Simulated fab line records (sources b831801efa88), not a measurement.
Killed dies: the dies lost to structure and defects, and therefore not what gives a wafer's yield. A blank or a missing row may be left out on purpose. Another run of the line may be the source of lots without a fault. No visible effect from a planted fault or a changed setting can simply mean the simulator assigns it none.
Which of the tools did it?    flow sky130    6 lots, 18 wafers sampled, at 1 step of a route of 708

== WHAT THE GAUGES READ, wafer by wafer ==
SKY_VT_ADJUST_HVTR_OVL_MEAS_08.
lot   measured      on          VT_ADJUST_HVTR_OVL (nm)
L433  day 10 13:55  overlay-02  -0.2 0.2 0.9
L439  day 12 09:46  overlay-01  -0.7 0.0 0.6
L443  day 13 14:49  overlay-02  0.0 -0.5 -2.4
L445  day 14 05:23  overlay-02  -0.4 -1.7 1.3
L449  day 15 10:28  overlay-01  1.0 1.4 3.0
L452  day 16 06:16  overlay-01  0.1 -0.4 1.6

== EACH LOT AND THE TOOL THAT RAN IT (in order: tool; ch and the chambers of the sampled wafers; start) ==
Record: no process step prior to these readings.

== THE ANSWER, worked out from the rows above alone ==
Rule: the lots themselves supply what counts as usual. The widest of any qualifying gaps counts: lots, ordered by their means at a reading, are off when they make up no more than a third of the lots, leave a main group of 4 or more, and stand apart from it by 3 or more times the standard deviation of that group's means. A main group whose means are all the same, to the digits that the tables above print for the reading, isn't used. Also off: a lot with no number at a reading for which 4 or more lots have one. All remaining lots with rows at the step are treated as sound.
Across all readings shown, no lot is off: no conclusion can be drawn from this.

== WHAT THE SIMULATOR PUT IN ==
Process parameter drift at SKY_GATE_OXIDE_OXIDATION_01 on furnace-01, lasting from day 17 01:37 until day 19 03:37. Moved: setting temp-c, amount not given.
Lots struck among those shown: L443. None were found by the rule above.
